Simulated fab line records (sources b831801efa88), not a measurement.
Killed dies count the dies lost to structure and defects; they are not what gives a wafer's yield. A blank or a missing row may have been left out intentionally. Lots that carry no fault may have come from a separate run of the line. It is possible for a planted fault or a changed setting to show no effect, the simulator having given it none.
fab line records    flow sfqLine
[record] lots = 13  wafers = 37  lastDay = 77
route steps=325 shown M4@161 JJ@182 I5@235 I7@306
lots that met no fault: taken from a fault-free run of the same line
startH: start of the lot's first displayed wafer, in hours after the record's first day    waitH: time in hours since the lot's previous step    " the same as in the row above    L1.1+2: a row that stands for several wafers    - either no value or no given start    * or withheld: withheld    < > ~ a bound
route shown NAME@n: NAME is a module with steps in the file, n the number in the route of the first one    usual: mean/standard deviation of fault-free wafers    same: alike in all rows    chamber/n: place in a boat    sites: the reading at each site    _std_site: standard deviation of those values    _edge_site: mean of outer sites minus mean of inner sites    radiusMm: for every site, how far away it sits from the centre of the wafer    mask NAME#n: copy n    behind: tool/chamber where the wafer was last shaped    hold: why the lot went on hold/how many hours it stayed there/how the hold came to an end    device: the transistor (n, p or np) that didn't switch    end of line: the same wafers' tests at the end of the route    a step given without rows: its recipe and nothing more    killed: the dies lost at the first sort to structure and to defects; this is not the yield of the wafer    map: per-die view of a wafer (x killed, . not killed, _ where there is no die)
set.NAME: setting as actually run; set.NAME@STEP: the setting as run at that earlier step    model.NAME: the simulator's own value behind a step, which no gauge read
a sample of lots followed through the steps of the route, with each step as a table and each wafer as a row
services: the hour from which a tool's chamber was out of use, counted from the record's first day as startH (under 0 if before that day), plus the number of hours and why
[[steps]]
[step SFQ_TRILAYER_M4_STRIP_STRIP_097]
[recipe] gas = O2  powerW = 200  platenTempC = 40  overashFraction = 0.65  chemistry = O2  pressureMtorr = 50
[usual] drypumpMotorCurrentA = 5.8/0.38  oesProductAu = 1.007/0.013
lot.wafer  tool         chamber  startH  waitH  drypumpMotorCurrentA  oesProductAu  rfHoursCounterH
L766.2     rieMetal-01  0        798.72  0.1    5.0                   1.002         133
L766.3     "            1        "       "      5.8                   0.997         -
L766.5     "            1        "       "      5.8                   0.992         -
L767.2     rieMetal-01  0        801.12  0.1    5.0                   1.001         134
L767.4     "            0        "       "      5.0                   0.996         -
L767.6     "            0        "       "      5.0                   1.003         -
L768.1     rieMetal-04  1        802.32  0.1    5.8                   1.010         33
L768.3     "            0        "       "      6.0                   1.006         -
L768.6     "            0        "       "      6.0                   0.990         -
L769.1     rieMetal-04  0        809.32  0.1    6.0                   0.998         51
L769.2     "            1        "       "      5.8                   1.020         33
L769.6     "            0        "       "      6.0                   1.011         -
L770.1     rieMetal-02  0        817.72  0.1    6.4                   1.000         102
L770.3     "            1        "       "      5.6                   1.013         -
L770.5     "            1        "       "      5.6                   1.015         -
L771.1     rieMetal-04  1        818.92  0.1    5.8                   1.022         35
L771.2     "            0        "       "      6.0                   1.004         53
L771.3     "            1        "       "      5.8                   1.017         -
L772.2     rieMetal-02  1        825.93  0.1    5.6                   1.010         123
L772.3     "            0        "       "      6.4                   0.995         -
L772.5     "            0        "       "      6.3                   0.998         -
L773.1     rieMetal-04  1        829.53  0.1    5.8                   1.026         37
L773.2     "            0        "       "      6.0                   0.999         55
L773.6     "            0        "       "      6.0                   0.994         -
L779.2     rieMetal-04  1        867.64  0.1    5.8                   1.029         44
L779.4     "            0        "       "      6.0                   1.009         -
L782.2     rieMetal-04  1        884.44  0.1    5.8                   1.033         47
L782.4     "            1        "       "      5.8                   1.033         -
L786.2     rieMetal-04  1        914.44  0.1    5.8                   1.023         53
L786.3     "            0        "       "      6.0                   0.996         -
L786.5     "            1        "       "      5.8                   1.023         -
L787.1     rieMetal-02  1        916.84  0.1    5.6                   0.983         140
L787.4     "            1        "       "      5.6                   0.984         -
L787.5     "            1        "       "      5.6                   0.981         -
L789.2     rieMetal-02  0        921.64  0.1    6.3                   0.992         122
L789.5     "            0        "       "      6.4                   0.998         -
L789.6     "            1        "       "      5.6                   0.990         -
[step SFQ_TRILAYER_JJ_TRILAYER_DEP_SPUTTER_112]
[recipe] material = Nb  basePressurePa = 1.33e-06  chamberPressurePa = 0.1333  substrateTempC = 20  targetThkNm = 170  powerW = 2000  timeS = 113.3
[usual] throttleValvePct = 30.0/0.79
lot.wafer  tool           chamber  startH   waitH  throttleValvePct
L766.2     pvdSputter-04  -        933.66   0.5    29.7
L766.3     "              -        "        "      29.2
L766.5     "              -        "        "      29.0
L767.2     pvdSputter-03  -        937.40   0.6    29.5
L767.4     "              -        "        "      30.2
L767.6     "              -        "        "      30.2
L768.1     pvdSputter-06  -        939.66   0.5    29.4
L768.3     "              -        "        "      30.8
L768.6     "              -        "        "      30.8
L769.1     pvdSputter-03  -        948.00   0.6    30.2
L769.2     "              -        "        "      29.2
L769.6     "              -        "        "      30.0
L770.1     pvdSputter-04  -        959.86   0.5    31.5
L770.3     "              -        "        "      29.3
L770.5     "              -        "        "      29.4
L771.1     pvdSputter-06  -        961.06   0.5    30.7
L771.2     "              -        "        "      28.9
L771.3     "              -        "        "      31.3
L772.2     pvdSputter-04  -        972.14   0.5    31.5
L772.3     "              -        "        "      29.0
L772.5     "              -        "        "      29.7
L773.1     pvdSputter-06  -        975.74   0.5    29.0
L773.2     "              -        "        "      29.7
L773.6     "              -        "        "      31.2
L779.2     pvdSputter-06  -        1041.23  0.5    30.5
L779.4     "              -        "        "      29.6
L782.2     pvdSputter-06  -        1054.23  0.5    30.8
L782.4     "              -        "        "      29.2
L786.2     pvdSputter-03  -        1088.45  0.5    30.3
L786.3     "              -        "        "      29.1
L786.5     "              -        "        "      30.0
L787.1     pvdSputter-04  -        1094.60  0.5    29.5
L787.4     "              -        "        "      29.1
L787.5     "              -        "        "      29.1
L789.2     pvdSputter-03  -        1100.58  0.5    30.1
L789.5     "              -        "        "      30.1
L789.6     "              -        "        "      29.8
[step SFQ_JJ_RS_MEAS_929]
[recipe] thkMeasGauge = four-point-probe  reads = Nb_of_TRILAYER_JJ_TRILAYER_DEP_SPUTTER_112
[usual] JJ_NB_RS = 1.051/0.013
lot.wafer  tool          chamber  startH   waitH  JJ_NB_RS[ohm/sq]
L766.2     filmMetro-01  -        933.76   0.1    1.058
L766.3     "             -        "        "      1.065
L766.5     "             -        "        "      1.048
L767.2     filmMetro-02  -        937.51   0.1    1.047
L767.4     "             -        "        "      1.049
L767.6     "             -        "        "      1.056
L768.1     filmMetro-01  -        939.74   0.0    1.043
L768.3     "             -        "        "      1.035
L768.6     "             -        "        "      1.043
L769.1     filmMetro-02  -        948.09   0.0    1.053
L769.2     "             -        "        "      1.073
L769.6     "             -        "        "      1.079
L770.1     filmMetro-01  -        959.94   0.0    1.065
L770.3     "             -        "        "      1.054
L770.5     "             -        "        "      1.067
L771.1     filmMetro-03  -        961.14   0.0    1.039
L771.2     "             -        "        "      1.038
L771.3     "             -        "        "      1.050
L772.2     filmMetro-03  -        972.24   0.1    1.061
L772.3     "             -        "        "      1.059
L772.5     "             -        "        "      1.046
L773.1     filmMetro-01  -        975.82   0.0    1.055
L773.2     "             -        "        "      1.051
L773.6     "             -        "        "      1.060
L779.2     filmMetro-03  -        1041.33  0.1    1.046
L779.4     "             -        "        "      0.963
L782.2     filmMetro-02  -        1054.33  0.1    1.034
L782.4     "             -        "        "      0.947
L786.2     filmMetro-01  -        1088.55  0.1    1.027
L786.3     "             -        "        "      1.040
L786.5     "             -        "        "      1.028
L787.1     filmMetro-02  -        1094.68  0.0    1.062
L787.4     "             -        "        "      1.067
L787.5     "             -        "        "      1.076
L789.2     filmMetro-01  -        1100.68  0.1    1.041
L789.5     "             -        "        "      1.078
L789.6     "             -        "        "      1.033
[step SFQ_I5_OVL_MEAS_936]
[usual] I5_OVL = -4/5.6
lot.wafer  tool        chamber  startH   waitH  I5_OVL[nm]
L766.2     overlay-02  -        1239.94  0.1    -2
L766.3     "           -        "        "      -2
L766.5     "           -        "        "      -10
L767.2     overlay-01  -        1242.34  0.1    -13
L767.4     "           -        "        "      -6
L767.6     "           -        "        "      -5
L768.1     overlay-01  -        1247.13  0.1    -8
L768.3     "           -        "        "      -6
L768.6     "           -        "        "      -4
L769.1     overlay-01  -        1249.53  0.1    4
L769.2     "           -        "        "      4
L769.6     "           -        "        "      1
L770.1     overlay-01  -        1278.51  0.1    -3
L770.3     "           -        "        "      -4
L770.5     "           -        "        "      -1
L771.1     overlay-02  -        1279.71  0.1    -10
L771.2     "           -        "        "      -4
L771.3     "           -        "        "      -2
L772.2     overlay-02  -        1292.91  0.1    1
L772.3     "           -        "        "      -5
L772.5     "           -        "        "      2
L773.1     overlay-02  -        1296.51  0.1    -13
L773.2     "           -        "        "      -12
L773.6     "           -        "        "      -14
L779.2     overlay-02  -        1354.66  0.1    -8
L779.4     "           -        "        "      -12
L782.2     overlay-01  -        1373.96  0.1    -17
L782.4     "           -        "        "      -16
L786.2     overlay-02  -        1395.56  0.1    5
L786.3     "           -        "        "      -10
L786.5     "           -        "        "      1
L787.1     overlay-02  -        1402.76  0.1    -4
L787.4     "           -        "        "      -10
L787.5     "           -        "        "      -4
L789.2     overlay-02  -        1407.56  0.1    -6
L789.5     "           -        "        "      -11
L789.6     "           -        "        "      -13
[step SFQ_I7_OVL_MEAS_947]
[usual] I7_OVL = 1/4.4
lot.wafer  tool        chamber  startH   waitH  I7_OVL[nm]
L766.2     overlay-01  -        1635.26  0.1    -1
L766.3     "           -        "        "      -1
L766.5     "           -        "        "      -1
L767.2     overlay-02  -        1644.86  0.1    1
L767.4     "           -        "        "      4
L767.6     "           -        "        "      5
L768.1     overlay-02  -        1646.05  0.1    2
L768.3     "           -        "        "      -1
L768.6     "           -        "        "      2
L769.1     overlay-02  -        1652.05  0.1    2
L769.2     "           -        "        "      -2
L769.6     "           -        "        "      2
L770.1     overlay-02  -        1677.35  0.1    2
L770.3     "           -        "        "      -2
L770.5     "           -        "        "      -3
L771.1     overlay-01  -        1678.55  0.1    6
L771.2     "           -        "        "      4
L771.3     "           -        "        "      8
L772.2     overlay-01  -        1686.96  0.1    1
L772.3     "           -        "        "      -5
L772.5     "           -        "        "      1
L773.1     overlay-01  -        1690.55  0.1    -11
L773.2     "           -        "        "      -4
L773.6     "           -        "        "      1
L779.2     overlay-01  -        1726.65  0.1    2
L779.4     "           -        "        "      6
L782.2     overlay-01  -        1741.05  0.1    -5
L782.4     "           -        "        "      -3
L786.2     overlay-01  -        1757.85  0.1    3
L786.3     "           -        "        "      5
L786.5     "           -        "        "      9
L787.1     overlay-01  -        1761.93  0.1    -3
L787.4     "           -        "        "      -1
L787.5     "           -        "        "      1
L789.2     overlay-02  -        1768.77  0.1    4
L789.5     "           -        "        "      0
L789.6     "           -        "        "      2
[[services]]
tool           chamber  startH   hours  kind
pvdSputter-04  -        802.95   2.9    repair
pvdSputter-03  -        866.98   0.5    repair
rieMetal-04    0        894.63   3.3    repair
rieMetal-04    1        898.53   3.0    repair
pvdSputter-06  -        914.01   2.9    repair
pvdSputter-03  -        932.82   2.5    repair
rieMetal-01    0        996.01   -      clean
rieMetal-01    0        996.01   -      consumableReplace:focusRing
rieMetal-01    0        996.01   19.6   scheduledDown
rieMetal-01    0        996.01   19.6   ventCycle
pvdSputter-04  0        1020.90  -      consumableReplace:kit
pvdSputter-04  0        1020.90  18.0   scheduledDown
pvdSputter-04  0        1020.90  18.0   ventCycle
pvdSputter-03  -        1042.44  0.5    repair
rieMetal-02    1        1071.68  -      clean
rieMetal-02    1        1071.68  -      consumableReplace:focusRing
rieMetal-02    1        1071.68  17.2   scheduledDown
rieMetal-02    1        1071.68  17.2   ventCycle
rieMetal-01    1        1080.01  -      clean
rieMetal-01    1        1080.01  -      consumableReplace:focusRing
rieMetal-01    1        1080.01  12.3   scheduledDown
rieMetal-01    1        1080.01  12.3   ventCycle
[[key]]
[firstSign] step = SFQ_JJ_RS_MEAS_929  reading = JJ_NB_RS  direction = down  sigmas = 7.4  usual = 1.051  struck = 0.955
effect none on later readings
metAt SFQ_TRILAYER_JJ_TRILAYER_DEP_SPUTTER_112
struckLots L779,L782
struckWafers L779.4,L782.4
notActingAt SFQ_TRILAYER_M4_STRIP_STRIP_097,SFQ_I5_OVL_MEAS_936,SFQ_I7_OVL_MEAS_947
onsetBetween 975.74 1041.23
[fault] kind = processParameterDrift  tool = pvdSputter-06  chamber = -  onsetH = 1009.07  steps = SFQ_TRILAYER_JJ_TRILAYER_DEP_SPUTTER_112  channel = timeS  offset = *  shape = step  endH = 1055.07  scope = struckWafersOnly  actsIn = *  stated = *
